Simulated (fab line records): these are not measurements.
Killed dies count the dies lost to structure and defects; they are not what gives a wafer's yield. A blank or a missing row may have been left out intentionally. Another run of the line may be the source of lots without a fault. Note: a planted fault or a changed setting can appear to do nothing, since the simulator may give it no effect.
Split-lot study    flow sky130    on a route of 708 steps: 5 lots, 27 wafers read

== ON THE SPLIT ==
At SKY_SD_P_DEVELOP_06 (develop time 60 s), the setting develop_time_s was moved away from the recipe's 60 s on 6 of the 27 wafers read, by +22.6% to +31.6%. All remaining wafers had this setting at the recipe value.

The file shows no step between the split and the reading.

== THE READING ==
At SKY_SD_P_CD_MEAS_07: cd_nm in nanometres, against a target cd of 380 nm. Fault-free wafers of this fab line usually give 380.7 nm, standard deviation 1.8 nm.

wafer   tool, chamber at the split  develop_time_s as run, s  against the recipe  cd_nm, nm  against lot-mates on the recipe
L074.1  litho_track-01, 0           73.53                     +22.6%              400.3      +19.0
L074.2  litho_track-01, 0           60                        recipe              382.3      -
L074.3  litho_track-01, 0           60                        recipe              380.2      -
L074.4  litho_track-01, 0           73.53                     +22.6%              402.0      +20.7
L074.5  litho_track-01, 0           60                        recipe              381.4      -
L074.6  litho_track-01, 0           73.53                     +22.6%              401.1      +19.8
L076.1  litho_track-02, 0           60                        recipe              380.6      -
L076.2  litho_track-02, 0           60                        recipe              379.8      -
L076.3  litho_track-02, 0           60                        recipe              380.0      -
L076.4  litho_track-02, 0           60                        recipe              380.3      -
L076.5  litho_track-02, 0           60                        recipe              380.7      -
L076.6  litho_track-02, 0           60                        recipe              380.5      -
L079.1  litho_track-02, 0           60                        recipe              385.2      -
L079.2  litho_track-02, 0           60                        recipe              382.0      -
L079.3  litho_track-02, 0           60                        recipe              384.1      -
L083.1  litho_track-02, 0           60                        recipe              382.7      -
L083.2  litho_track-02, 0           60                        recipe              381.6      -
L083.3  litho_track-02, 0           60                        recipe              381.4      -
L083.4  litho_track-02, 0           60                        recipe              383.1      -
L083.5  litho_track-02, 0           60                        recipe              382.4      -
L083.6  litho_track-02, 0           60                        recipe              381.4      -
L085.1  litho_track-02, 0           78.93                     +31.6%              404.6      +26.0
L085.2  litho_track-02, 0           60                        recipe              380.3      -
L085.3  litho_track-02, 0           60                        recipe              376.6      -
L085.4  litho_track-02, 0           60                        recipe              379.0      -
L085.5  litho_track-02, 0           78.93                     +31.6%              405.8      +27.2
L085.6  litho_track-02, 0           78.93                     +31.6%              405.3      +26.7

FIT RESULTS
A straight line over all 27 wafers: cd_nm changes by +0.8 nm for each +1% of develop_time_s; r = +0.98; the points scatter about the line by 1.8 nm.
The same after taking each lot's own level away (the mean of its wafers on the recipe; 27 wafers): +0.855 nm for each +1%; r = +1.00; scatter 0.92 nm.
The reading moves by 27 nm for the largest change in develop_time_s, on that fit.
The span of the lots' own levels, 378.63 to 383.77 nm, comes to 2.9 times the standard deviation stated above.
The two slopes agree, so the slope changes little with the lot-to-lot level.
Check: for one of the wafers moved furthest among these (+31.6%), held out of the fit, the line's prediction against its lot-mates is +27.3 nm. Against them it came out at +26 nm.

== OTHER SPLITS APPLIED TO THESE WAFERS ==
These wafers also went through other splits before the reading. Each is held against what the fit with the lots' levels taken away leaves over:
other split on the same wafers         wafers away from the commonest value  r with cd_nm (lot level and that fit taken away)
SKY_FIELD_ISO_OXIDATION_01 ox_time_s   18                                    +0.08
SKY_GATE_OXIDE_OXIDATION_16 ox_time_s  21                                    -0.12

== FILE'S OWN FIT ==
cd_nm changes by +0.855 nm for each +1% of develop_time_s, r = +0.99.
